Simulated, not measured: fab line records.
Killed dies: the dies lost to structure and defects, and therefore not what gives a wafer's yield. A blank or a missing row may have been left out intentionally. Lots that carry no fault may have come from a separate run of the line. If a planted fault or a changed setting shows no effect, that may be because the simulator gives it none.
One fault through the eyes of 2 desks	flow sky130	what lay behind the numbers comes last; until then each desk has only its own

## THE TOOL OWNER'S DESK: krf_scanner-01
The tool's own readings at SKY_POLY_GATE_EXPOSE_10 (exposes mask P1M, target cd 150 nm): means of the sampled wafers that have a number, for each lot that ran on this tool. Marked OUT: a lot whose mean sits more than 4 standard deviations from the usual mean, which makes it out of limits; the brackets give that distance.
Columns: A = stage_vel_mm_s at SKY_POLY_GATE_EXPOSE_10, usual 500.05 mm/s
lot	first seen here	A
L396	day 15 11:26	499.65
L398	day 15 18:55	500.28
L402	day 17 09:23	499.88
L403	day 17 19:48	500.03
L405	day 18 14:49	499.67
L406	day 18 21:53	500.22
L407	day 19 03:27	500.23
L415	day 22 16:40	500.12
L417	day 23 07:46	500.08
L419	day 23 11:22	500.71
This desk found nothing out of limits on any of the 10 lots.

## FROM THE METROLOGY DESK
Lot by lot, what the gauges showed, no matter which tool ran the lot: averages of those sampled wafers that carry a number. Marked OUT: a lot whose mean sits more than 4 standard deviations from the usual mean, which makes it out of limits; the brackets give that distance.
Columns: A = cd_nm at SKY_POLY_GATE_CD_MEAS_13, usual 150.1 nm
lot	first seen here	A
L396	day 16 00:53	148.3
L397	day 16 04:24	150.6
L398	day 16 07:56	149.7
L399	day 17 00:32	147.0
L400	day 17 08:35	151.1
L402	day 18 00:01	150.5
L403	day 18 10:52	149.3
L404	day 18 14:00	148.7
L405	day 19 05:52	144.4 (-4.0) OUT
L406	day 19 13:46	143.3 (-4.9) OUT
L407	day 19 19:21	132.1 (-13) OUT
L415	day 23 08:14	149.7
L417	day 23 21:35	150.4
L418	day 23 22:14	150.6
L419	day 24 01:39	151.2
This desk finds L405, L406, L407 out of limits, L405 being first, at day 19 05:52 (cd_nm at SKY_POLY_GATE_CD_MEAS_13). L396, L397, L398, L399, L400, L402, L403, L404, L415, L417, L418, L419: within limits.

## BROUGHT TOGETHER
On L405, L406, L407, the metrology desk was in a position to raise an alarm at day 19 05:52.
Nothing out of limits was seen by the tool owner's desk.
Tool owner's desk: L405, L406, L407 on record, inside its limits.
On krf_scanner-01, each named lot ran SKY_POLY_GATE_EXPOSE_10.

## WHAT THE SIMULATOR HAD INSERTED
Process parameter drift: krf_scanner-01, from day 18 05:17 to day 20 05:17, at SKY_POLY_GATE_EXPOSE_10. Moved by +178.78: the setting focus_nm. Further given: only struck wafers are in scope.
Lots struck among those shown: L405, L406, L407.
Hours from the fault's start to each desk's first reading out of limits: the metrology desk, 25.
